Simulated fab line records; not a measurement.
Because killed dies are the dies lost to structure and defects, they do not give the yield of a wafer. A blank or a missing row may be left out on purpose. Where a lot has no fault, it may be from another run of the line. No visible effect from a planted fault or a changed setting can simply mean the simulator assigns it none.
What tool caused it?	flow sky130	36 wafers from 12 lots sampled at 3 of the route's 708 steps

== WHAT THE GAUGES SHOWED, per wafer ==
SKY_VT_ADJUST_HVTP_OVL_MEAS_08.
lot	measured	on	VT_ADJUST_HVTP_OVL (nm)
L761	day 6 07:46	overlay-02	-1.7 -1.4 -1.6
L762	day 6 12:23	overlay-02	-0.4 -1.1 -2.0
L763	day 6 21:19	overlay-01	-0.6 -2.5 1.1
L764	day 7 02:14	overlay-02	-2.2 0.5 -0.2
L765	day 7 05:02	overlay-01	0.8 -1.9 -0.9
L766	day 7 14:34	overlay-01	-0.2 0.1 0.8
L767	day 7 22:16	overlay-02	0.0 1.4 0.4
L770	day 8 17:00	overlay-01	-0.9 -2.4 -2.7
L771	day 9 01:04	overlay-01	-0.8 0.7 -0.5
L772	day 9 03:02	overlay-01	0.8 -0.8 1.7
L774	day 9 20:49	overlay-02	-0.3 -0.1 -1.9
L776	day 10 18:07	overlay-02	-1.6 -2.2 -0.4

SKY_LDD_P_OVL_MEAS_08.
lot	measured	on	LDD_P_OVL (nm)
L761	day 19 03:46	overlay-02	1.2 -0.7 2.6
L762	day 21 11:33	overlay-02	2.5 2.9 3.8
L763	day 21 11:15	overlay-01	2.2 2.0 1.2
L764	day 21 11:40	overlay-01	0.9 1.9 1.5
L765	day 21 14:57	overlay-02	-1.7 -2.4 0.8
L766	day 21 14:39	overlay-02	0.0 2.5 2.3
L767	day 21 15:19	overlay-01	2.3 1.1 0.7
L770	day 22 13:47	overlay-01	2.8 0.0 -0.7
L771	day 23 01:13	overlay-01	-0.2 0.3 1.8
L772	day 23 06:51	overlay-02	2.5 2.1 3.2
L774	day 24 01:38	overlay-01	0.3 -0.9 -0.5
L776	day 25 05:44	overlay-02	-1.1 -0.5 -0.7

== WHAT TOOL EACH LOT RAN ON (gives the tool, then ch and the chambers of the sampled wafers, and finally the start) ==
lot	SKY_VT_ADJUST_NCORE_STRIP_10
L761	plasma-asher-02 ch 0,1, day 8 18:02
L762	plasma-asher-03 ch 0,1, day 9 00:19
L763	plasma-asher-02 ch 0,1, day 9 11:25
L764	plasma-asher-02 ch 0,1, day 9 15:20
L765	plasma-asher-03 ch 0,1, day 9 20:31
L766	plasma-asher-02 ch 1, day 10 06:53
L767	plasma-asher-03 ch 0,1, day 10 14:00
L770	plasma-asher-02 ch 0,1, day 11 12:00
L771	plasma-asher-04 ch 0,1, day 11 22:06
L772	plasma-asher-03 ch 0,1, day 11 23:26
L774	plasma-asher-03 ch 0, day 12 19:46
L776	plasma-asher-03 ch 0,1, day 13 14:52
- SKY_VT_ADJUST_NCORE_STRIP_10: strips in O2/N2.

== AS READ BY THE TOOLS THEMSELVES (means over the sampled wafers that have a number; for cases with no such wafer, the mark the record gives instead) ==
SKY_VT_ADJUST_NCORE_STRIP_10.
lot	tool	drypump-motor-current-A (A)	o2-flow-sccm (sccm)	oes-product-au (a.u.)	strip-time-to-endpoint-s (s)
L761	plasma-asher-02	5.3	3010	0.718	14.17
L762	plasma-asher-03	5.8	3003	0.718	14.27
L763	plasma-asher-02	5.3	3001	0.712	14.28
L764	plasma-asher-02	5.3	2999	0.715	14.19
L765	plasma-asher-03	5.7	2995	0.716	14.23
L766	plasma-asher-02	5.8	3002	0.714	14.19
L767	plasma-asher-03	5.7	3003	0.715	14.19
L770	plasma-asher-02	5.6	3011	0.716	14.13
L771	plasma-asher-04	6.1	2993	0.715	14.15
L772	plasma-asher-03	5.7	2998	0.716	14.21
L774	plasma-asher-03	5.6	3000	0.714	14.19
L776	plasma-asher-03	5.7	3004	0.715	14.19

== THE ANSWER, worked out from the rows above alone ==
Rule: the usual values come from the lots themselves. Put in order of their means at a reading, lots are off if they are a third of the lots or fewer, leave a main group of 4 or more, and stand apart from it by a gap of 3 or more times the standard deviation of the main group's means; of several such gaps the widest counts. A main group is skipped when, at the precision printed for the reading in the tables above, its means are all equal. Also off: a lot with no number at a reading for which 4 or more lots have one. The other lots that the step has rows for count as sound. First the gauges in route order, then the tools' own readings, where a lot's mean is used as printed above. The first step at which some lot is off is used, and at that step the reading that is off furthest; a lot without a number counts as furthest.
Nothing can be told from this: no lot is off at any reading shown.

== WHAT THE SIMULATOR HAD PUT IN ==
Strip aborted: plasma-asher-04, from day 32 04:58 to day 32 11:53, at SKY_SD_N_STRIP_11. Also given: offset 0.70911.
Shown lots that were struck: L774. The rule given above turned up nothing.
